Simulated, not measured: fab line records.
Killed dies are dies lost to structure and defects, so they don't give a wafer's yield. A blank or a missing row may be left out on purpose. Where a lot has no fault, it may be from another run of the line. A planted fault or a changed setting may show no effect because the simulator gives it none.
Chamber matching | flow sky130 | SKY_VIA1_CMP_02 on cmp-01 has 4 sister chambers
The step polishes SiO2. 7 wafers are shown with their chamber, then 7 later ones without.

## WAFERS PAIRED WITH THEIR CHAMBERS
wafer  | chamber | motor current A (A)
L334.2 | 2       | 11.5
L334.3 | 3       | 13.0
L335.1 | 2       | 11.6
L335.4 | 0       | 14.0
L335.5 | 1       | 11.9
L337.3 | 1       | 11.7
L337.4 | 3       | 13.1

## WAFERS MISSING THEIR CHAMBER
wafer  | motor current A (A)
L337.5 | 14.0
L347.2 | 13.0
L347.5 | 12.0
L347.6 | 12.0
L349.2 | 14.0
L349.3 | 11.3
L349.5 | 11.9

## THE CHAMBER EACH PASSED THROUGH
wafer  | from the rows above | in truth
L337.5 | 0                   | 0
L347.2 | 3                   | 3
L347.5 | 1                   | 1
L347.6 | 1                   | 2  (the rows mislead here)
L349.2 | 0                   | 0
L349.3 | 2                   | 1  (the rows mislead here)
L349.5 | 1                   | 1
Placed correctly: 5 of 7. Number that these rows cannot place: 0. 2 placed wrongly.
How it was worked out, from the rows above alone: a wafer's distance from a chamber is the root of the sum, over the readings, of the square of ((its reading less the chamber's mean) divided by the reading's scatter). The wafer belongs to the nearest chamber; if the next one is less than 2 further off, it can't be placed. For every chamber, the mean is computed from those of its wafers that are shown. The scatter: the root of (the sum of the squares of (reading less its chamber's mean) over the shown wafers, divided by (wafers less chambers)).
